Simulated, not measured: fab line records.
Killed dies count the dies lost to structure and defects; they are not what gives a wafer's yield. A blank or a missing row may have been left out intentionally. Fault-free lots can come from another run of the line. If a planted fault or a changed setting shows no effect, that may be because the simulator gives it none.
A struck lot beside a sound one || flow gf180mcu || 19 steps out of a route of 602
Sound: wafers L741.2, L741.4, L741.5. Struck: wafer L753.5 (L753.1, L753.3, from the same lot, were not struck and are left out); the cause is given at the end.
At each step with rows: each side's tool, then ch and its chambers, then its first start. Under that, the readings that differ: sound wafers || struck wafers || difference of the means || sigmas: that difference in standard deviations of wafers without a fault.
alike: readings whose means differ by less than 2 such deviations, and words and numbers that are the same on both sides. not compared: withheld readings, readings that some wafer has no value for, bounds like >300 that may hide the same value, and numbers for which the record gives no deviation and whose values overlap.
The two part at a step that has a row with sigmas, a row that says differs or no value, or rows on one side only. When numbers do not overlap yet have no deviation, they are printed without sigmas and do not part them. A reading missing from all wafers of one side parts the sides only when that side holds two or more wafers.

first, 2 steps without rows for these wafers: GF_DUAL_GATE_PEB_09; GF_DUAL_GATE_DEVELOP_10 (develop time 60 s).
GF_DUAL_GATE_OVL_MEAS_11:
  sound: overlay-02 at day 9 20:07; struck: overlay-01 at day 13 05:34
  alike: DUAL_GATE_OVL
then, 1 step without rows for these wafers: GF_DUAL_GATE_WET_ETCH_12 (etches SiO2 in dHF, target depth 13 nm, time 260 s).
GF_DUAL_GATE_STRIP_13: strips in O2/N2.
  sound on plasma-asher-03 ch 1, day 9 20:14; struck on plasma-asher-04 ch 1, day 13 05:41
  alike: drypump-motor-current-A, heater-power-w, oes-product-au, strip-time-to-endpoint-s
  not compared: rf-hours-counter-h
then, 3 steps without rows for these wafers: GF_DUAL_GATE_CLEAN_14 (cleans in SC1/SC2, time 150 s); GF_DUAL_GATE_OXIDATION_15 (stabilise 600 s, purge 300 s, target thk 7.098 nm); GF_POLY_GATE_CVD_00 (deposits poly-Si, target thk 200 nm, time 1200 s).
GF_POLY_GATE_THK_MEAS_01:
  sound: film-metro-03 at day 10 00:11; struck: film-metro-01 at day 13 08:44
  alike: POLY_GATE_CVD_00_THK
then, 3 steps without rows for these wafers: GF_POLY_GATE_DEHYDRATE_02 (time 60 s); GF_POLY_GATE_HMDS_03 (prime time 60 s); GF_POLY_GATE_COAT_04.
GF_POLY_GATE_COAT_05: resist thk 700 nm.
  sound on litho-track-04 ch 0, day 10 09:00; struck on litho-track-02 ch 0, day 13 18:00
{"reading": "model.KrF_of_POLY_GATE_COAT_05.thk-nm (nm)", "sound": "700.3 700.8 701.3", "struck": 715.5, "difference": "+14.7", "sigmas": ""}
  alike: chill-plate-temp-C
then, 3 steps without rows for these wafers: GF_POLY_GATE_SOFTBAKE_06 (time 60 s); GF_POLY_GATE_EXPOSE_07 (exposes mask Poly2, target cd 280 nm); GF_POLY_GATE_PEB_08 (peb time 90 s).
GF_POLY_GATE_DEVELOP_09: develop time 60 s.
  sound on litho-track-03 ch 0, day 10 18:02; struck on litho-track-03 ch 0, day 14 04:49
{"reading": "model.KrF_of_POLY_GATE_COAT_05.thk-nm (nm)", "sound": "685.4 685.8 686.4", "struck": 700.6, "difference": "+14.7", "sigmas": ""}
  alike: chill-plate-temp-C
GF_POLY_GATE_CD_MEAS_10: the cd target is 280 nm.
  sound: cd-sem-01 at day 10 18:11; struck: cd-sem-02 at day 14 04:58
  alike: cd-nm
GF_PASSIVATION_PROBE_99:
  rows exist in the record for the sound wafers here (prober-01, day 30 16:44), none for the struck ones

## WHERE THEY PART
GF_PASSIVATION_PROBE_99 only, going by this record.

WHY: what the simulator had put in
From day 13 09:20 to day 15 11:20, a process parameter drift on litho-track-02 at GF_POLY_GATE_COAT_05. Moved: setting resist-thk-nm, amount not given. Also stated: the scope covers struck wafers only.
